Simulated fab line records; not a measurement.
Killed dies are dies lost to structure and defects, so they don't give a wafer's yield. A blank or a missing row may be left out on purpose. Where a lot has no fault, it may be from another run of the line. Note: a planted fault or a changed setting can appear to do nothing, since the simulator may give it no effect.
fab line records	flow gf180mcu
[record] lots = 12	wafers = 36	last-day = 34
route steps=602 shown STI@4 SAB@274 M3@409 V3@434
lots untouched by any fault: they come from a run of this same line in which no faults occurred
start-h: the number of hours between the record's first day and the start of the first shown wafer of the lot	wait-h: time in hours since the lot's previous step	" the same as in the row above	L1.1+2: one row covering several wafers at once	- no value, or no start was given	* or withheld: withheld	< > ~ a bound
route shown NAME@n: a module of which the file shows steps, and the number in the route of the first	usual: mean/standard deviation taken from wafers without a fault	same: alike in all rows	chamber/n: place in a boat	sites: the reading at each site	_std_site: how widely they spread, as a standard deviation	_edge_site: inner sites' mean taken away from outer sites' mean	radius-mm: for every site, how far away it sits from the centre of the wafer	mask NAME#n: copy n	behind: the tool/chamber that last shaped the wafer	hold: cause of the lot's hold/its duration in hours/its outcome	device: transistor that didn't switch, given as n, p or np	end of line: tests of these same wafers at the route's end	a step with no rows: only its recipe	killed: not the wafer's yield, but the dies lost to structure and defects at the first sort	map: a wafer's dies, marking killed ones x, the rest . and places with no die _
set.NAME: the run value of the setting; set.NAME@STEP: its run value at that earlier step	model.NAME: the simulator's own value behind a step, which no gauge read
a sample of lots followed through the steps of the route, with each step as a table and each wafer as a row
services: from which hour (start-h, from the record's first day; less than 0 if before it) a tool's chamber was out of use, for how many hours, and why
[[steps]]
[step GF_STI_CVD_03]
[recipe] material = Si3N4	precursor = DCS/NH3	target-thk-nm = 207.16	temp-c = 770	time-s = 3551	pressure-mtorr = 250
[usual] spike-tc-bottom-C = 789.7/2.4	spike-tc-centre-C = 770.2/1.4	spike-tc-lower-C = 770.1/1.5	zone-power-centre-pct = 13.22/0.28	zone-power-lower-pct = 13.7/0.59	zone-power-top-pct = 24.1/1.9	zone-power-upper-pct = 13.2/0.46
lot.wafer	tool	chamber	start-h	wait-h	spike-tc-bottom-C	spike-tc-centre-C	spike-tc-lower-C	zone-power-centre-pct	zone-power-lower-pct	zone-power-top-pct	zone-power-upper-pct
L576.1	lpcvd-02	0	16.85	0.1	793.4	769.5	769.9	12.82	13.0	26.5	13.3
L576.5	"	0	"	"	792.6	772.2	771.3	12.89	12.9	26.2	13.2
L576.6	"	0	"	"	792.8	772.5	771.1	12.85	13.0	27.0	13.2
L578.2	lpcvd-02	0	28.44	0.0	793.3	770.0	769.8	13.12	12.6	26.7	13.4
L578.3	"	0	"	"	793.0	771.3	771.9	12.80	12.8	26.8	13.1
L578.5	"	0	"	"	791.5	771.6	769.0	13.03	12.9	26.3	13.2
L581.2	lpcvd-01	0	43.89	0.0	785.8	768.6	771.5	13.06	14.2	24.3	12.7
L581.5	"	0	"	"	788.1	770.6	771.2	13.27	14.1	24.4	12.9
L581.6	"	0	"	"	787.0	772.9	769.3	13.23	13.9	24.7	12.7
L583.1	lpcvd-01	0	53.55	0.1	786.5	769.3	769.3	13.33	14.2	24.6	12.7
L583.2	"	0	"	"	787.2	772.4	770.0	13.12	14.2	24.9	12.7
L583.3	"	0	"	"	787.2	771.4	770.8	12.97	14.0	24.3	12.8
L585.2	lpcvd-01	1	61.92	0.0	790.6	769.3	769.7	13.64	13.8	22.2	12.7
L585.3	"	1	"	"	790.2	770.3	769.8	13.55	13.9	21.7	12.8
L585.4	"	1	"	"	791.6	768.4	767.8	13.40	13.7	22.5	13.1
L586.2	lpcvd-02	0	66.57	0.0	792.1	770.4	768.7	13.17	12.6	26.5	13.0
L586.3	"	0	"	"	790.4	770.5	771.0	13.30	12.9	26.8	13.0
L586.5	"	0	"	"	793.8	771.0	770.6	12.95	12.9	26.4	13.1
L587.1	lpcvd-02	0	74.60	0.1	793.2	769.5	771.4	12.89	12.9	26.5	13.1
L587.2	"	0	"	"	792.7	772.0	772.4	13.11	12.6	26.5	13.4
L587.5	"	0	"	"	792.7	770.6	769.8	12.74	12.8	26.4	13.3
L589.2	lpcvd-02	1	82.52	0.0	787.8	768.7	769.6	13.46	14.4	22.2	13.8
L589.4	"	1	"	"	788.5	768.8	770.5	13.24	14.1	22.3	13.7
L589.5	"	1	"	"	788.0	769.7	768.7	13.07	14.1	22.6	14.0
L593.2	lpcvd-02	1	101.70	0.0	789.7	783.2	766.9	16.55	12.1	22.8	12.1
L593.3	"	1	"	"	788.0	782.3	769.3	16.75	12.2	22.8	11.9
L593.6	"	1	"	"	788.4	781.6	767.8	16.75	12.2	22.7	12.1
L594.1	lpcvd-01	0	107.92	1.4	785.6	771.4	770.6	13.06	14.0	24.6	12.6
L594.4	"	0	"	"	784.5	771.9	771.8	13.05	14.1	24.3	12.9
L594.5	"	0	"	"	788.1	770.9	771.3	13.34	14.1	24.3	12.7
L597.1	lpcvd-02	1	122.30	0.1	790.3	783.4	768.4	16.88	12.2	22.9	12.0
L597.2	"	1	"	"	788.5	783.6	770.3	16.95	12.2	22.5	12.1
L597.4	"	1	"	"	787.9	783.3	768.5	16.75	11.9	22.8	11.7
L598.2	lpcvd-01	1	126.57	0.0	790.3	771.6	768.3	13.58	13.7	22.0	12.9
L598.3	"	1	"	"	791.5	767.9	769.8	13.63	13.9	21.8	12.8
L598.5	"	1	"	"	791.4	770.5	768.3	13.38	13.9	22.1	13.0
[step GF_STI_THK_MEAS_04]
[recipe] reads = Si3N4_of_STI_CVD_03
[usual] STI_CVD_03_THK = 207.0/1.8
lot.wafer	tool	chamber	start-h	wait-h	STI_CVD_03_THK[nm]
L576.1	film-metro-01	-	18.84	0.0	204.2
L576.5	"	-	"	"	203.8
L576.6	"	-	"	"	206.6
L578.2	film-metro-04	-	30.44	0.0	207.1
L578.3	"	-	"	"	208.1
L578.5	"	-	"	"	206.8
L581.2	film-metro-04	-	45.89	0.0	204.0
L581.5	"	-	"	"	206.0
L581.6	"	-	"	"	207.1
L583.1	film-metro-01	-	55.54	0.0	208.5
L583.2	"	-	"	"	208.4
L583.3	"	-	"	"	208.5
L585.2	film-metro-04	-	63.91	0.0	208.6
L585.3	"	-	"	"	209.5
L585.4	"	-	"	"	209.0
L586.2	film-metro-03	-	69.56	0.0	207.5
L586.3	"	-	"	"	206.5
L586.5	"	-	"	"	209.9
L587.1	film-metro-01	-	76.59	0.0	209.5
L587.2	"	-	"	"	208.6
L587.5	"	-	"	"	210.3
L589.2	film-metro-01	-	84.52	0.0	205.9
L589.4	"	-	"	"	207.5
L589.5	"	-	"	"	208.3
L593.2	film-metro-01	-	103.70	0.0	231.0
L593.3	"	-	"	"	231.6
L593.6	"	-	"	"	228.7
L594.1	film-metro-04	-	110.90	0.0	207.1
L594.4	"	-	"	"	207.0
L594.5	"	-	"	"	207.3
L597.1	film-metro-04	-	125.28	0.0	225.9
L597.2	"	-	"	"	220.8
L597.4	"	-	"	"	215.9
L598.2	film-metro-04	-	128.57	0.0	206.2
L598.3	"	-	"	"	205.5
L598.5	"	-	"	"	208.0
[step GF_STI_ETCH_13]
[recipe] chemistry = CHF3/O2	stop-on = Si	over-etch-frac = 0.3	target-depth-a = 2823.1	source-w = 600	bias-w = 200	pressure-mtorr = 40	chf3-flow-sccm = 50	O2_flow_sccm = 5	time-s = 112.9
[usual] drypump-motor-current-A = 5.5/0.48	oes-product-au = 0.832/0.0057	throttle-valve-pct = 8.809/0.0094
lot.wafer	tool	chamber	start-h	wait-h	drypump-motor-current-A	oes-product-au	rf-hours-counter-h	throttle-valve-pct
L576.1	rie-diel-01	2	30.75	0.1	6.3	0.831	6	8.808
L576.5	"	0	"	"	5.3	0.826	-	8.806
L576.6	"	3	"	"	5.1	0.829	-	8.809
L578.2	rie-diel-02	2	42.47	0.1	5.5	0.834	31	8.799
L578.3	"	1	"	"	6.3	0.835	8	8.819
L578.5	"	0	"	"	5.4	0.831	-	8.812
L581.2	rie-diel-01	0	57.67	0.1	5.3	0.830	67	8.790
L581.5	"	2	"	"	6.3	0.832	-	8.813
L581.6	"	0	"	"	5.3	0.824	-	8.802
L583.1	rie-diel-04	0	68.22	0.1	6.4	0.833	142	8.806
L583.2	"	2	"	"	5.2	0.839	73	8.827
L583.3	"	1	"	"	5.0	0.831	2	8.813
L585.2	rie-diel-04	3	77.07	0.1	5.4	0.835	50	8.826
L585.3	"	0	"	"	6.4	0.835	142	8.800
L585.4	"	1	"	"	5.0	0.834	3	8.815
L586.2	rie-diel-01	0	83.15	0.1	5.3	0.841	68	8.815
L586.3	"	1	"	"	5.3	0.831	0	8.812
L586.5	"	1	"	"	5.2	0.837	-	8.807
L587.1	rie-diel-01	3	90.40	0.1	5.1	0.842	5	8.824
L587.2	"	0	"	"	5.3	0.835	68	8.808
L587.5	"	3	"	"	5.1	0.844	-	8.819
L589.2	rie-diel-02	3	97.91	0.1	5.4	0.826	88	8.810
L589.4	"	2	"	"	5.5	0.832	32	8.814
L589.5	"	2	"	"	5.5	0.825	-	8.812
L593.2	rie-diel-04	0	119.11	0.1	6.4	0.888	144	8.811
L593.3	"	2	"	"	5.2	0.884	74	8.815
L593.6	"	1	"	"	5.1	0.885	-	8.814
L594.1	rie-diel-01	0	125.36	0.1	5.3	0.831	69	8.812
L594.4	"	2	"	"	6.3	0.822	9	8.797
L594.5	"	3	"	"	5.1	0.824	-	8.810
L597.1	rie-diel-01	1	141.16	0.1	5.3	0.874	2	8.817
L597.2	"	0	"	"	5.3	0.864	69	8.806
L597.4	"	3	"	"	5.1	0.845	6	8.806
L598.2	rie-diel-04	2	144.06	0.1	5.2	0.828	75	8.830
L598.3	"	1	"	"	5.1	0.833	5	8.803
L598.5	"	2	"	"	5.2	0.837	-	8.812
[step GF_SAB_OVL_MEAS_10]
[usual] SAB_OVL = -0.7/1.4
lot.wafer	tool	chamber	start-h	wait-h	SAB_OVL[nm]
L576.1	overlay-01	-	329.81	0.1	-0.2
L576.5	"	-	"	"	0.1
L576.6	"	-	"	"	0.3
L578.2	overlay-01	-	355.20	0.1	1.7
L578.3	"	-	"	"	1.2
L578.5	"	-	"	"	1.4
L581.2	overlay-02	-	380.07	0.1	-1.0
L581.5	"	-	"	"	-1.7
L581.6	"	-	"	"	-1.6
L583.1	overlay-02	-	401.29	0.1	0.7
L583.2	"	-	"	"	0.6
L583.3	"	-	"	"	0.2
L585.2	overlay-02	-	407.22	0.1	-2.9
L585.3	"	-	"	"	-1.5
L585.4	"	-	"	"	-2.5
L586.2	overlay-02	-	413.97	0.1	-2.9
L586.3	"	-	"	"	-2.1
L586.5	"	-	"	"	-2.7
L587.1	overlay-01	-	426.84	0.1	0.1
L587.2	"	-	"	"	0.5
L587.5	"	-	"	"	0.0
L589.2	overlay-02	-	447.82	0.1	-2.8
L589.4	"	-	"	"	-3.5
L589.5	"	-	"	"	-2.6
L593.2	overlay-02	-	479.71	0.1	0.4
L593.3	"	-	"	"	-0.6
L593.6	"	-	"	"	-0.1
L594.1	overlay-02	-	491.34	0.1	1.1
L594.4	"	-	"	"	0.6
L594.5	"	-	"	"	0.0
L597.1	overlay-02	-	510.19	0.1	0.4
L597.2	"	-	"	"	-1.4
L597.4	"	-	"	"	-0.5
L598.2	overlay-01	-	524.11	0.1	-0.9
L598.3	"	-	"	"	-0.6
L598.5	"	-	"	"	-1.0
[step GF_M3_SPUTTER_00]
[recipe] material = Ti	target-thk-nm = 37.5	arriving-ion-energy-ev = 80	substrate-temp-c = 200	chamber-pressure-pa = 2	power-w = 4000	time-s = 150
[usual] throttle-valve-pct = 30.5/0.72
lot.wafer	tool	chamber	start-h	wait-h	throttle-valve-pct
L576.1	pvd-sputter-01	-	452.79	0.2	31.0
L576.5	"	-	"	"	30.6
L576.6	"	-	"	"	29.7
L578.2	pvd-sputter-04	-	481.99	0.1	30.6
L578.3	"	-	"	"	29.9
L578.5	"	-	"	"	30.6
L581.2	pvd-sputter-01	-	507.23	0.1	30.1
L581.5	"	-	"	"	30.9
L581.6	"	-	"	"	29.8
L583.1	pvd-sputter-03	-	530.25	0.2	30.7
L583.2	"	-	"	"	31.4
L583.3	"	-	"	"	30.3
L585.2	pvd-sputter-04	-	534.44	0.1	30.1
L585.3	"	-	"	"	30.7
L585.4	"	-	"	"	30.7
L586.2	pvd-sputter-03	-	541.80	0.1	31.1
L586.3	"	-	"	"	31.6
L586.5	"	-	"	"	31.1
L587.1	pvd-sputter-01	-	552.91	0.1	29.9
L587.2	"	-	"	"	31.1
L587.5	"	-	"	"	30.0
L589.2	pvd-sputter-01	-	573.10	0.2	30.8
L589.4	"	-	"	"	31.1
L589.5	"	-	"	"	31.3
L593.2	pvd-sputter-01	-	605.14	0.2	31.2
L593.3	"	-	"	"	30.6
L593.6	"	-	"	"	31.1
L594.1	pvd-sputter-04	-	612.72	0.1	28.4
L594.4	"	-	"	"	30.5
L594.5	"	-	"	"	28.8
L597.1	pvd-sputter-03	-	632.55	0.1	30.9
L597.2	"	-	"	"	30.2
L597.4	"	-	"	"	30.8
L598.2	pvd-sputter-01	-	643.72	0.2	30.7
L598.3	"	-	"	"	31.0
L598.5	"	-	"	"	31.2
[step GF_V3_BOW_MEAS_05]
[recipe] mode = bow
[usual] V3_BOW = 116/9.9
lot.wafer	tool	chamber	start-h	wait-h	V3_BOW[um]
L576.1	film-metro-04	-	478.39	0.2	90
L576.5	"	-	"	"	101
L576.6	"	-	"	"	103
L578.2	film-metro-01	-	508.14	0.1	121
L578.3	"	-	"	"	121
L578.5	"	-	"	"	133
L581.2	film-metro-04	-	533.19	0.1	123
L581.5	"	-	"	"	108
L581.6	"	-	"	"	112
L583.1	film-metro-04	-	554.52	0.2	113
L583.2	"	-	"	"	122
L583.3	"	-	"	"	128
L585.2	film-metro-01	-	558.75	0.2	124
L585.3	"	-	"	"	102
L585.4	"	-	"	"	116
L586.2	film-metro-01	-	565.69	0.2	117
L586.3	"	-	"	"	111
L586.5	"	-	"	"	105
L587.1	film-metro-01	-	577.38	0.2	110
L587.2	"	-	"	"	91
L587.5	"	-	"	"	104
L589.2	film-metro-01	-	596.50	0.2	118
L589.4	"	-	"	"	117
L589.5	"	-	"	"	116
L593.2	film-metro-01	-	627.71	0.2	113
L593.3	"	-	"	"	112
L593.6	"	-	"	"	120
L594.1	film-metro-04	-	634.71	0.2	110
L594.4	"	-	"	"	116
L594.5	"	-	"	"	119
L597.1	film-metro-01	-	655.20	0.2	130
L597.2	"	-	"	"	107
L597.4	"	-	"	"	137
L598.2	film-metro-03	-	664.11	0.1	113
L598.3	"	-	"	"	122
L598.5	"	-	"	"	120
[[services]]
tool	chamber	start-h	hours	kind
rie-diel-01	1	3.45	1.9	repair
pvd-sputter-01	-	18.26	2.5	repair
rie-diel-01	-	41.54	14.6	pm
rie-diel-01	3	78.14	2.7	repair
pvd-sputter-01	-	92.30	9.1	repair
rie-diel-04	3	112.58	12.4	repair
rie-diel-01	0	150.39	8.2	repair
rie-diel-01	2	153.58	6.5	repair
lpcvd-02	-	154.87	1.3	repair
rie-diel-01	1	253.17	9.4	repair
lpcvd-02	-	281.50	14.6	pm
rie-diel-01	1	281.68	7.1	repair
rie-diel-04	1	292.61	36.6	repair
pvd-sputter-01	-	298.88	57.1	repair
rie-diel-01	1	339.12	6.6	repair
rie-diel-04	1	364.58	8.5	repair
rie-diel-01	2	394.85	3.2	repair
pvd-sputter-01	-	395.65	5.0	repair
lpcvd-01	-	442.87	2.8	pm
lpcvd-02	-	485.06	6.0	pm
rie-diel-04	0	494.10	2.4	repair
lpcvd-01	-	500.54	2.7	repair
lpcvd-02	-	608.14	2.8	pm
pvd-sputter-01	-	625.02	5.8	repair
[[key]]
[first-sign] step = GF_STI_CVD_03	reading = zone-power-centre-pct	direction = up	sigmas = 13	usual = 13.22	struck = 16.77
[effect] step = GF_STI_CVD_03	reading = spike-tc-centre-C	direction = up	sigmas = 9.4	usual = 770.2	struck = 782.9
[effect] step = GF_STI_THK_MEAS_04	reading = STI_CVD_03_THK	direction = up	sigmas = 10	usual = 207.0	struck = 225.6
[effect] step = GF_STI_ETCH_13	reading = oes-product-au	direction = up	sigmas = 7.3	usual = 0.832	struck = 0.873
met-at GF_STI_CVD_03
struck-lots L593,L597
tester-left-out L593,L597
not-acting-at GF_SAB_OVL_MEAS_10,GF_M3_SPUTTER_00,GF_V3_BOW_MEAS_05
onset-between 82.52 101.70
[fault] kind = process-parameter-drift	tool = lpcvd-02	chamber = -	onset-h = 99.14	steps = GF_STI_CVD_03	channel = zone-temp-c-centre	offset = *	shape = step	end-h = 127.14
// tester-left-out: of these lots the tester's yield and bins aren't shown, on N5 and GAA mostly nor the transistor test; their killed dies are dies lost to structure and defects alone, not to doping, threshold or leakage, so they don't give the yield
